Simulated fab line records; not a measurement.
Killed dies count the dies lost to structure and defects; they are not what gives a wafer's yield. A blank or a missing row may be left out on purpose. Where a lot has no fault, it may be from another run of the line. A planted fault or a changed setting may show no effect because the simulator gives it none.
The same fault as seen by 2 desks ; flow sky130 ; only its own numbers are on each desk; what lay behind them is given at the end

## AT THE METROLOGY DESK
Lot by lot, what the gauges showed, no matter which tool ran the lot: averages of those sampled wafers that carry a number. Marked OUT: a lot whose mean sits more than 4 standard deviations from the usual mean, which makes it out of limits; the brackets give that distance.
Columns: A = LDD_P_TW at SKY_LDD_P_TW_MEAS_11, usual 629; B = RES_XHIGH_TW at SKY_RES_XHIGH_TW_MEAS_09, usual 1627
lot;first seen here;A;B
L337;day 19 12:54;637;1634
L338;day 20 02:56;633;1660
L342;day 21 18:04;623;1657
L347;day 23 15:09;369 (-51) OUT;1601
L348;day 24 01:43;376 (-50) OUT;1611
L352;day 25 09:10;630;1669
L353;day 25 10:51;630;1654
L355;day 26 10:19;633;1590
L354;day 26 14:39;630;1595
L356;day 26 15:58;631;1645
L357;day 26 23:00;622;1651
L358;day 27 04:07;633;1602
This desk reports L347, L348 out of limits; the earliest was L347 at day 23 15:09 (LDD_P_TW at SKY_LDD_P_TW_MEAS_11). Within limits: L337, L338, L342, L352, L353, L355, L354, L356, L357, L358.

## AT THE TOOL OWNER'S DESK: implanter-02
The tool's own readings at SKY_LDD_P_IMPLANT_09, given as means over the sampled wafers that have a number, one for each lot that went through this tool. Marked OUT: a lot whose mean sits more than 4 standard deviations from the usual mean, which makes it out of limits; the brackets give that distance.
Columns: A = beamOnS at SKY_LDD_P_IMPLANT_09, usual 10.02 s; B = doseIonsCm2 at SKY_LDD_P_IMPLANT_09, usual 1.0001e+13; C = faradayCurrentUA at SKY_LDD_P_IMPLANT_09, usual 56.3
lot;first seen here;A;B;C
L337;day 19 12:39;10.07;9.9973e+12;56.1
L347;day 23 14:54;9.95;1.8020e+12 (-99 or more) OUT;10.2 (-42) OUT
L348;day 24 01:30;10.00;1.8047e+12 (-99 or more) OUT;10.1 (-42) OUT
L354;day 26 14:26;10.06;9.9987e+12;56.1
L356;day 26 15:45;9.99;9.9970e+12;56.5
L357;day 26 22:47;10.08;1.0001e+13;56.0
L358;day 27 03:54;9.95;9.9827e+12;56.6
This desk's verdict: out of limits on L347, L348, starting with L347 at day 23 14:54 (doseIonsCm2 at SKY_LDD_P_IMPLANT_09). Within limits: L337, L354, L356, L357, L358.

## TAKEN TOGETHER
The tool owner's desk could have raised an alarm at day 23 14:54, on L347, L348.
An alarm was possible from the metrology desk at day 23 15:09, on L347, L348.
Of the lots named, all ran SKY_LDD_P_IMPLANT_09 on implanter-02.

## WHAT WAS PUT IN BY THE SIMULATOR
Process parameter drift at SKY_LDD_P_IMPLANT_09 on implanter-02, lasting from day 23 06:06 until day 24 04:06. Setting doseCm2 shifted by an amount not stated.
Shown lots that were struck: L347, L348.
Counting hours from when the fault started, the first reading out of limits came at 9 for the tool owner's desk and at 9 for the metrology desk.
